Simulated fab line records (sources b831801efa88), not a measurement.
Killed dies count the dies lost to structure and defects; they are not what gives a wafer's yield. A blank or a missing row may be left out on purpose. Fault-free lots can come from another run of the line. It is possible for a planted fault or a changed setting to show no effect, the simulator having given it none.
fab line records	flow sky130
[record] lots = 6	wafers = 18	last-day = 49
route steps=708 shown VIA3@581 PAD_OPEN@708
lots with no fault: from the same line, run without faults
start-h: hours from the record's first day to the start of the lot's first wafer shown	wait-h: hours elapsed since this lot's preceding step	" repeats the value in the row above	L1.1+2: a single row standing in for several wafers	- value missing, or start not given	* or withheld: withheld	< > ~ a bound
route shown NAME@n: names a module that has steps shown in the file, with the first one's number in the route	usual: average and standard deviation across the fault-free wafers	same: alike in all rows	chamber/n: place in a boat	sites: the reading at each site	_std_site: their standard deviation	_edge_site: inner sites' mean taken away from outer sites' mean	radius-mm: how far each site lies from the wafer's centre	mask NAME#n: copy n	behind: the last tool/chamber to shape the wafer	hold: the reason the lot was held/the length of the hold in hours/how it ended	device: transistor that didn't switch, given as n, p or np	end of line: tests run on the same wafers once the route is complete	step lacking rows: just its recipe	killed: dies that structure and defects cost at the first sort, which is not the same as the wafer's yield	map: dies across one wafer; x = killed, . = not, _ = none there
set.NAME: the setting as run; set.NAME@STEP: as run at that earlier step	model.NAME: the simulator's own value behind a step, which no gauge read
lots at some steps of the route; a table a step, a row a wafer
services: from which hour (start-h, from the record's first day; less than 0 if before it) a tool's chamber was out of use, for how many hours, and why
[[steps]]
[step SKY_VIA3_SOFTBAKE_08]
[recipe] temp-c = 100	time-s = 93.54	resist = KrF-thick
[usual] plate-sensor-t-centre-C = 100.88/0.01	plate-sensor-t-edge-C = 100.95/0.0093
lot.wafer	tool	chamber	start-h	wait-h	plate-sensor-t-centre-C	plate-sensor-t-edge-C
L431.1	litho-track-02	0	-	-	100.89	100.97
L431.2	"	0	"	"	100.88	100.94
L431.6	"	0	"	"	100.86	100.95
L433.3	litho-track-02	0	-	-	100.89	100.96
L433.5	"	0	"	"	100.89	100.97
L433.6	"	0	"	"	100.88	100.94
L444.4	litho-track-04	0	-	-	100.87	100.95
L444.5	"	0	"	"	100.87	100.96
L444.6	"	0	"	"	100.87	100.96
L445.1	litho-track-02	0	-	-	100.89	100.96
L445.2	"	0	"	"	100.87	100.96
L445.4	"	0	"	"	100.9	100.97
L446.1	litho-track-02	0	-	-	100.89	100.95
L446.2	"	0	"	"	100.88	100.96
L446.4	"	0	"	"	100.88	100.94
L449.2	litho-track-01	0	-	-	100.87	100.94
L449.5	"	0	"	"	100.89	100.95
L449.6	"	0	"	"	100.9	100.95
[step SKY_VIA3_EXPOSE_09]
[recipe] mask-id = VIM3	na = 0.8	source-shape = annular	sigma-inner = 0.55	sigma-outer = 0.85	target-cd-nm = 200	dose-mj = 38
[step SKY_VIA3_PEB_10]
[recipe] peb-temp-c = withheld	peb-time-s = withheld	resist = KrF-thick
[step SKY_VIA3_DEVELOP_11]
[recipe] develop-time-s = 60	resist = KrF-thick	dev-temp-c = 21
[step SKY_VIA3_CD_MEAS_12]
[recipe] target-cd-nm = 200
[usual] cd-nm = 200.1/1.3
lot.wafer	tool	chamber	start-h	wait-h	cd-nm
L431.1	cd-sem-02	-	936.60	-	198.7
L431.2	"	-	"	"	199.1
L431.6	"	-	"	"	199.6
L433.3	cd-sem-01	-	948.62	-	198.9
L433.5	"	-	"	"	198.6
L433.6	"	-	"	"	199.2
L444.4	cd-sem-02	-	1031.56	-	199.8
L444.5	"	-	"	"	200.8
L444.6	"	-	"	"	201.6
L445.1	cd-sem-01	-	1041.08	-	198.6
L445.2	"	-	"	"	198.8
L445.4	"	-	"	"	198.6
L446.1	cd-sem-02	-	1043.05	-	199.2
L446.2	"	-	"	"	198.7
L446.4	"	-	"	"	199.3
L449.2	cd-sem-02	-	1058.18	-	201.0
L449.5	"	-	"	"	202.0
L449.6	"	-	"	"	200.3
[step SKY_VIA3_OVL_MEAS_13]
[usual] VIA3_OVL = 1/5.5
lot.wafer	tool	chamber	start-h	wait-h	VIA3_OVL[nm]
L431.1	overlay-01	-	936.72	0.1	-3
L431.2	"	-	"	"	-5
L431.6	"	-	"	"	-3
L433.3	overlay-01	-	948.71	0.1	16
L433.5	"	-	"	"	13
L433.6	"	-	"	"	15
L444.4	overlay-01	-	1031.64	0.1	7
L444.5	"	-	"	"	5
L444.6	"	-	"	"	6
L445.1	overlay-02	-	1041.20	0.1	-7
L445.2	"	-	"	"	3
L445.4	"	-	"	"	2
L446.1	overlay-01	-	1043.17	0.1	3
L446.2	"	-	"	"	5
L446.4	"	-	"	"	6
L449.2	overlay-01	-	1058.29	0.1	8
L449.5	"	-	"	"	-3
L449.6	"	-	"	"	2
[step SKY_VIA3_ETCH_14]
[recipe] chemistry = N2/H2	target = BARC	ion-energy-ev = 200	source-w = 500	bias-w = 100	pressure-mtorr = 30	n2-flow-sccm = 100	h2-flow-sccm = 200	stop-on = SiO2	time-s = 45.9	target-depth-a = 600
[usual] drypump-motor-current-A = 5.6/0.53	oes-product-au = 0.855/0.0055	throttle-valve-pct = 13.225/0.009
lot.wafer	tool	chamber	start-h	wait-h	drypump-motor-current-A	oes-product-au	rf-hours-counter-h	throttle-valve-pct
L431.1	rie-diel-02	0	936.76	0.0	5.1	0.852	15	13.232
L431.2	"	2	"	"	5.5	0.859	2	13.229
L431.6	"	3	"	"	6.5	0.853	-	13.238
L433.3	rie-diel-02	3	948.74	0.0	6.5	0.854	11	13.216
L433.5	"	3	"	"	6.6	0.862	-	13.216
L433.6	"	2	"	"	5.5	0.860	-	13.236
L444.4	rie-diel-02	1	1031.66	0.0	5.1	0.849	9	13.227
L444.5	"	1	"	"	5.1	0.847	-	13.218
L444.6	"	0	"	"	5.1	0.859	-	13.240
L445.1	rie-diel-03	2	1041.24	0.0	4.6	0.860	26	13.205
L445.2	"	1	"	"	5.6	0.845	1	13.234
L445.4	"	3	"	"	5.8	0.859	-	13.226
L446.1	rie-diel-03	2	1043.21	0.0	4.7	0.846	26	13.217
L446.2	"	3	"	"	5.8	0.860	27	13.241
L446.4	"	1	"	"	5.6	0.858	-	13.217
L449.2	rie-diel-01	0	1058.32	0.0	6.0	0.859	29	13.217
L449.5	"	2	"	"	5.9	0.856	-	13.241
L449.6	"	3	"	"	5.5	0.853	-	13.223
[step SKY_VIA3_ETCH_15]
[recipe] target = SiO2	chemistry = C4F8/O2/Ar	target-depth-nm = 507	stop-on = TiN	mask-material = KrF-thick	source-w = 1500	bias-w = 1200	pressure-mtorr = 40	c4f8-flow-sccm = withheld	O2_flow_sccm = 6	Ar_flow_sccm = 300	time-s = 78
[usual] oes-product-au = 0.945/0.0047
lot.wafer	tool	chamber	start-h	wait-h	oes-product-au	rf-hours-counter-h
L431.1	rie-diel-02	0	936.80	0.0	0.943	15
L431.2	"	2	"	"	0.951	2
L431.6	"	3	"	"	0.946	-
L433.3	rie-diel-02	3	948.78	0.0	0.945	11
L433.5	"	3	"	"	0.940	-
L433.6	"	2	"	"	0.946	-
L444.4	rie-diel-02	1	1031.70	0.0	0.952	9
L444.5	"	1	"	"	0.948	-
L444.6	"	0	"	"	0.946	-
L445.1	rie-diel-03	2	1041.28	0.0	0.950	26
L445.2	"	1	"	"	0.948	1
L445.4	"	3	"	"	0.958	-
L446.1	rie-diel-03	2	1043.25	0.0	0.950	26
L446.2	"	3	"	"	0.946	27
L446.4	"	1	"	"	0.944	-
L449.2	rie-diel-01	0	1058.36	0.0	0.937	29
L449.5	"	2	"	"	0.943	-
L449.6	"	3	"	"	0.942	-
[step SKY_VIA3_STRIP_16]
[recipe] chemistry = O2/N2	power-w = 1400	pressure-mtorr = 1500	platen-temp-c = withheld	o2-flow-sccm = 3000	n2-flow-sccm = 300	overash-fraction = 0.5
[usual] drypump-motor-current-A = 5.7/0.56	o2-flow-sccm = 3000/8	oes-product-au = 0.401/0.0049	strip-time-to-endpoint-s = 4.125/0.028
lot.wafer	tool	chamber	start-h	wait-h	drypump-motor-current-A	o2-flow-sccm	oes-product-au	rf-hours-counter-h	strip-time-to-endpoint-s
L431.1	plasma-asher-04	0	936.86	0.0	5.0	3006	0.398	83	4.135
L431.2	"	1	"	"	5.4	2994	0.408	83	4.097
L431.6	"	1	"	"	5.4	2999	0.403	-	4.161
L433.3	plasma-asher-01	1	948.87	0.1	6.2	3012	0.397	-	4.146
L433.5	"	1	"	"	6.2	3005	0.407	-	4.129
L433.6	"	0	"	"	5.4	3010	0.401	-	4.059
L444.4	plasma-asher-04	1	1031.79	0.1	5.4	2999	0.396	-	4.135
L444.5	"	1	"	"	5.4	2990	0.406	-	4.135
L444.6	"	0	"	"	5.0	2997	0.404	-	4.144
L445.1	plasma-asher-01	1	1041.34	0.0	6.2	3005	0.408	30	4.132
L445.2	"	0	"	"	5.5	2996	0.393	30	4.070
L445.4	"	0	"	"	5.5	2983	0.399	-	4.115
L446.1	plasma-asher-04	0	1043.31	0.0	5.0	2986	0.404	94	4.154
L446.2	"	1	"	"	5.4	2989	0.400	94	4.120
L446.4	"	1	"	"	5.4	3009	0.402	-	4.126
L449.2	plasma-asher-01	0	1058.42	0.0	5.5	2992	0.404	32	4.170
L449.5	"	1	"	"	6.2	3011	0.405	-	4.158
L449.6	"	0	"	"	5.4	3001	0.409	-	4.149
[step SKY_VIA3_STRIP_17]
[recipe] chemistry = post-etch-residue-remover	time-s = 1200	temp-c = 72.5
[step SKY_VIA3_CLEAN_18]
[recipe] chemistry = IPA	time-s = 180	temp-c = 25
[step SKY_VIA3_CLEAN_19]
[recipe] chemistry = O3/DIW	dry = n2-spin
[step SKY_VIA3_SPUTTER_20]
[recipe] material = TiN	target-thk-nm = 20	chamber-pressure-pa = 5	power-w = 4000	time-s = 80
[usual] cathode-dc-power-W = 4000.1/0.69	throttle-valve-pct = 30.6/1.2
lot.wafer	tool	chamber	start-h	wait-h	cathode-dc-power-W	throttle-valve-pct	model.TiN_of_VIA3_SPUTTER_20.thk-nm
L431.1	pvd-sputter-03	-	937.45	0.0	3998.4	29.4	19.79
L431.2	"	-	"	"	3999.1	31.2	19.86
L431.6	"	-	"	"	4001.0	29.7	19.87
L433.3	pvd-sputter-03	-	949.77	0.0	3999.7	31.1	20.23
L433.5	"	-	"	"	4000.3	30.9	20.06
L433.6	"	-	"	"	4001.2	29.6	20.05
L444.4	pvd-sputter-01	-	1032.39	0.0	3999.9	29.7	20.21
L444.5	"	-	"	"	4000.7	30.3	20.35
L444.6	"	-	"	"	3999.6	29.9	20.21
L445.1	pvd-sputter-03	-	1042.00	0.0	4110.0	31.0	20.63
L445.2	"	-	"	"	4109.4	29.5	20.62
L445.4	"	-	"	"	4111.0	29.6	20.34
L446.1	pvd-sputter-03	-	1043.97	0.0	4109.2	29.5	20.15
L446.2	"	-	"	"	4110.8	33.1	20.23
L446.4	"	-	"	"	4109.9	31.3	20.26
L449.2	pvd-sputter-01	-	1059.05	0.0	3999.4	29.5	19.89
L449.5	"	-	"	"	4001.0	32.0	19.84
L449.6	"	-	"	"	3999.4	30.1	20.16
[step SKY_VIA3_CVD_21]
[recipe] material = W	target-thk-nm = 390	time-s = 117.31	temp-c = 400	pressure-torr = 40
[usual] heater-power-w = 906/91
lot.wafer	tool	chamber	start-h	wait-h	heater-power-w
L431.1	cvd-w-02	1	937.51	0.0	831
L431.2	"	0	"	"	1017
L431.6	"	1	"	"	808
L433.3	cvd-w-01	0	949.87	0.1	842
L433.5	"	0	"	"	844
L433.6	"	1	"	"	935
L444.4	cvd-w-02	0	1032.49	0.1	1013
L444.5	"	1	"	"	808
L444.6	"	0	"	"	1031
L445.1	cvd-w-02	1	1042.06	0.0	793
L445.2	"	0	"	"	1056
L445.4	"	1	"	"	788
L446.1	cvd-w-01	1	1044.03	0.0	950
L446.2	"	0	"	"	843
L446.4	"	1	"	"	938
L449.2	cvd-w-02	0	1059.11	0.0	1036
L449.5	"	0	"	"	1041
L449.6	"	1	"	"	816
[step SKY_PAD_OPEN_PROBE_99]
[usual] defect-limited-yield = 82.3/1.9	killed_at_M0_to_M3 = 44/7.4	killed_at_M4_up = 3.2/1.8	killed-at-contacts = 25/5.2	killed-at-front-end = 15/4.5	killed-at-other = 0.2/0.43	killed-dies = 87/9.6	killed-open = 48/7.6	killed-short = 40/5.7	sort_bin_3_pad_short = 0.9/0.45	sort_bin_5_function = 10.5/1.5	sort_bin_6_memory = 6.3/1.2	sort-n-pass = 405/9.6	sort-yield-pct = 82.3/1.9
[same] gross-dies = 492	killed-at-back-side = 0	sort_bin_4_leakage[%] = 0	sort_bin_8_speed[%] = 0
lot.wafer	tool	chamber	start-h	wait-h	defect-limited-yield[%]	killed_at_M0_to_M3	killed_at_M4_up	killed-at-contacts	killed-at-front-end	killed-at-other	killed-dies	killed-open	killed-short	sort_bin_3_pad_short[%]	sort_bin_5_function[%]	sort_bin_6_memory[%]	sort-n-pass	sort-yield-pct[%]
L431.1	prober-02	-	1082.51	0.1	81.9	50	6	21	12	0	89	49	40	0.8	10.8	6.5	403	81.9
L431.2	prober-02	-	1082.56	0.1	83.9	40	0	25	14	0	79	42	37	1.6	8.9	5.5	413	83.9
L431.6	prober-02	-	1082.76	0.2	82.1	40	2	28	18	0	88	59	29	1.0	10.6	6.3	404	82.1
L433.3	prober-02	-	1093.44	0.2	79.9	52	4	25	18	0	99	61	38	1.2	10.8	8.1	393	79.9
L433.5	prober-02	-	1093.54	0.2	81.5	41	3	29	18	0	91	52	39	0.8	11.0	6.7	401	81.5
L433.6	prober-02	-	1093.59	0.2	82.7	56	4	14	11	0	85	44	41	1.0	10.2	6.1	407	82.7
L444.4	prober-01	-	1161.38	0.2	82.5	48	4	21	13	0	86	42	44	1.2	11.4	4.9	406	82.5
L444.5	prober-01	-	1161.43	0.2	80.1	49	3	26	20	0	98	52	46	0.8	10.4	8.7	394	80.1
L444.6	prober-01	-	1161.48	0.2	81.5	50	3	19	18	1	91	46	45	1.2	11.0	6.3	401	81.5
L449.2	prober-02	-	1180.56	0.1	82.1	40	1	28	18	1	88	53	35	0.2	11.8	5.9	404	82.1
L449.5	prober-02	-	1180.71	0.2	84.1	37	1	29	11	0	78	39	39	1.2	9.6	5.1	414	84.1
L449.6	prober-02	-	1180.76	0.2	84.1	46	3	18	11	0	78	39	39	0.6	10.4	4.9	414	84.1
// killed by level:class
L431.1 VIA1:geometric-particle:open=10 CONTACT:geometric-particle:open=7 METAL2:geometric-particle:short=7 LI_CONTACT:geometric-particle:open=6 METAL1:geometric-particle:short=6 VIA2:geometric-particle:open=5 POLY_GATE:geometric-particle:open=4 LOCAL_INTERCONNECT:geometric-particle:short=4
L431.2 CONTACT:geometric-particle:open=10 LI_CONTACT:geometric-particle:open=7 VIA1:geometric-particle:short=7 FIELD_ISO:geometric-particle:short=6 VIA2:geometric-particle:open=6 METAL2:geometric-particle:short=5 VIA3:geometric-particle:open=5 CONTACT:geometric-particle:short=4
L431.6 VIA1:geometric-particle:open=13 CONTACT:geometric-particle:open=10 VIA3:geometric-particle:open=10 LI_CONTACT:geometric-particle:open=9 FIELD_ISO:geometric-particle:open=5 METAL1:geometric-particle:short=5 SPACER:geometric-particle:open=4 LOCAL_INTERCONNECT:geometric-particle:short=4
L433.3 VIA1:geometric-particle:open=13 CONTACT:geometric-particle:open=12 VIA3:geometric-particle:open=10 LI_CONTACT:geometric-particle:open=7 METAL2:geometric-particle:short=7 POLY_GATE:geometric-particle:open=5 METAL1:geometric-particle:short=5 FIELD_ISO:geometric-particle:open=4
L433.5 CONTACT:geometric-particle:open=14 VIA1:geometric-particle:open=9 METAL2:geometric-particle:short=7 VIA3:geometric-particle:open=7 FIELD_ISO:geometric-particle:short=5 FIELD_ISO:geometric-particle:open=5 METAL1:geometric-particle:short=5 POLY_GATE:geometric-particle:open=5
L433.6 METAL1:geometric-particle:short=10 VIA1:geometric-particle:open=9 VIA2:geometric-particle:open=8 VIA3:geometric-particle:open=7 METAL2:geometric-particle:short=6 CONTACT:geometric-particle:open=5 FIELD_ISO:geometric-particle:short=4 METAL3:geometric-particle:short=4
L444.4 METAL2:geometric-particle:short=11 VIA1:geometric-particle:open=11 LOCAL_INTERCONNECT:geometric-particle:short=8 LI_CONTACT:geometric-particle:open=7 VIA2:geometric-particle:short=7 FIELD_ISO:geometric-particle:open=6 VIA2:geometric-particle:open=6 METAL1:geometric-particle:short=5
L444.5 CONTACT:geometric-particle:open=12 VIA1:geometric-particle:short=9 VIA3:geometric-particle:open=8 VIA1:geometric-particle:open=6 METAL1:geometric-particle:short=6 METAL2:geometric-particle:short=6 VIA2:geometric-particle:open=6 POLY_GATE:geometric-particle:short=5
L444.6 VIA2:geometric-particle:open=11 VIA3:geometric-particle:open=8 LI_CONTACT:geometric-particle:open=7 FIELD_ISO:geometric-particle:short=6 METAL1:geometric-particle:short=6 CONTACT:geometric-particle:open=5 METAL2:geometric-particle:short=5 FIELD_ISO:geometric-particle:open=4
L449.2 CONTACT:geometric-particle:open=10 VIA1:geometric-particle:short=9 VIA1:geometric-particle:open=8 LI_CONTACT:geometric-particle:open=7 LOCAL_INTERCONNECT:geometric-particle:short=6 VIA3:geometric-particle:open=6 POLY_GATE:geometric-particle:open=5 VIA2:geometric-particle:open=5
L449.5 CONTACT:geometric-particle:open=8 VIA1:geometric-particle:open=8 FIELD_ISO:geometric-particle:short=6 CONTACT:geometric-particle:short=6 LI_CONTACT:geometric-particle:open=6 LI_CONTACT:geometric-particle:short=5 METAL1:geometric-particle:short=5 VIA1:geometric-particle:short=4
L449.6 VIA1:geometric-particle:open=13 VIA3:geometric-particle:open=11 CONTACT:geometric-particle:open=6 POLY_GATE:geometric-particle:short=5 VIA3:geometric-particle:short=4 LI_CONTACT:geometric-particle:short=4 LI_CONTACT:geometric-particle:open=4 METAL3:geometric-particle:short=4
[[services]]
tool	chamber	start-h	hours	kind
cvd-w-01	-	904.00	14.0	pm
cvd-w-01	-	925.67	14.6	pm
rie-diel-03	0	930.18	-	clean
rie-diel-03	0	930.18	19.4	scheduled-down
plasma-asher-04	-	931.17	2.8	repair
rie-diel-03	3	934.45	3.5	repair
rie-diel-01	3	940.18	12.8	repair
rie-diel-01	0	940.48	4.9	repair
cvd-w-01	0	950.39	3.6	repair
rie-diel-03	-	978.99	2.0	repair
rie-diel-03	-	984.03	2.1	repair
rie-diel-01	3	991.90	7.3	repair
pvd-sputter-03	-	993.22	1.9	repair
cvd-w-02	1	995.65	2.1	repair
plasma-asher-01	-	1000.92	0.3	repair
rie-diel-03	3	1002.94	18.6	repair
pvd-sputter-01	-	1007.28	4.8	repair
rie-diel-03	2	1013.79	1.8	repair
rie-diel-02	1	1014.75	3.0	repair
plasma-asher-01	-	1016.57	0.9	repair
rie-diel-03	2	1025.93	4.0	repair
cvd-w-01	-	1036.44	6.9	pm
rie-diel-03	0	1037.84	11.7	repair
rie-diel-01	1	1038.67	1.5	repair
[[key]]
[first-sign] step = SKY_VIA3_SPUTTER_20	reading = cathode-dc-power-W	direction = up	sigmas = 99+	usual = 4000.1	struck = 4110.0
effect none on later readings
[model-effect] step = SKY_VIA3_SPUTTER_20	value = TiN_of_VIA3_SPUTTER_20.thk-nm	without = 19.82	struck = 20.37
met-at SKY_VIA3_SPUTTER_20
struck-wafers L445.1,L445.2,L445.4,L446.1,L446.2,L446.4
onset-between 949.77 1042.00
[fault] kind = process-parameter-drift	tool = pvd-sputter-03	chamber = -	onset-h = 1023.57	steps = SKY_VIA3_SPUTTER_20	channel = power-w	offset = *	shape = step	end-h = 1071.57	acts-in = *	stated = *
